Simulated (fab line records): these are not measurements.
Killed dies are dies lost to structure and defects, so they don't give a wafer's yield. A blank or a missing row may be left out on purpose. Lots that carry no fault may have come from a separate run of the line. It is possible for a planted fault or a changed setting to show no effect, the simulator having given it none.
Which tool did it? ; flow gf180mcu ; 7 lots with 21 wafers sampled at 2 steps, on a route of 602 steps

## WHAT EACH GAUGE READ, for each wafer
GF_HV_LDD_RS_MEAS_53: uses a four-point probe to measure.
lot;measured;on;HV_LDD_RS (ohm/sq)
L446;day 12 19:52;film_metro-01;419.2 419.8 418.9
L448;day 13 12:38;film_metro-01;418.3 418.8 418.6
L452;day 15 06:17;film_metro-03;417.9 417.2 419.1
L454;day 15 17:59;film_metro-03;416.8 418.0 418.7
L459;day 17 13:21;film_metro-04;418.0 418.0 418.0
L464;day 19 02:30;film_metro-01;417.7 418.1 417.9
L466;day 20 07:14;film_metro-01;419.2 419.6 419.5

## EACH LOT AND THE TOOL THAT RAN IT (in order: tool; ch and the chambers of the sampled wafers; start)
lot;GF_HV_LDD_IMPLANT_35
L446;implanter-02 ch 0, day 11 23:39
L448;implanter-03 ch 0, day 12 16:07
L452;implanter-03 ch 0, day 14 08:01
L454;implanter-02 ch 0, day 14 20:10
L459;implanter-04 ch 0, day 16 14:13
L464;implanter-03 ch 0, day 18 02:22
L466;implanter-04 ch 0, day 19 06:58
- GF_HV_LDD_IMPLANT_35

## THE ANSWER, worked out from the rows above alone
Rule: usual is defined by the lots themselves. Put in order of their means at a reading, lots are off if they are a third of the lots or fewer, leave a main group of 4 or more, and stand apart from it by a gap of 3 or more times the standard deviation of the main group's means; of several such gaps the widest counts. Not used: any main group whose means are identical at the precision the tables above print for the reading. A lot without any number at a reading at which 4 lots or more have one is off too. Any other lot the step has rows for is counted as sound.
Nothing can be told from this: no lot is off at any reading shown.

## WHAT THE SIMULATOR HAD PUT IN
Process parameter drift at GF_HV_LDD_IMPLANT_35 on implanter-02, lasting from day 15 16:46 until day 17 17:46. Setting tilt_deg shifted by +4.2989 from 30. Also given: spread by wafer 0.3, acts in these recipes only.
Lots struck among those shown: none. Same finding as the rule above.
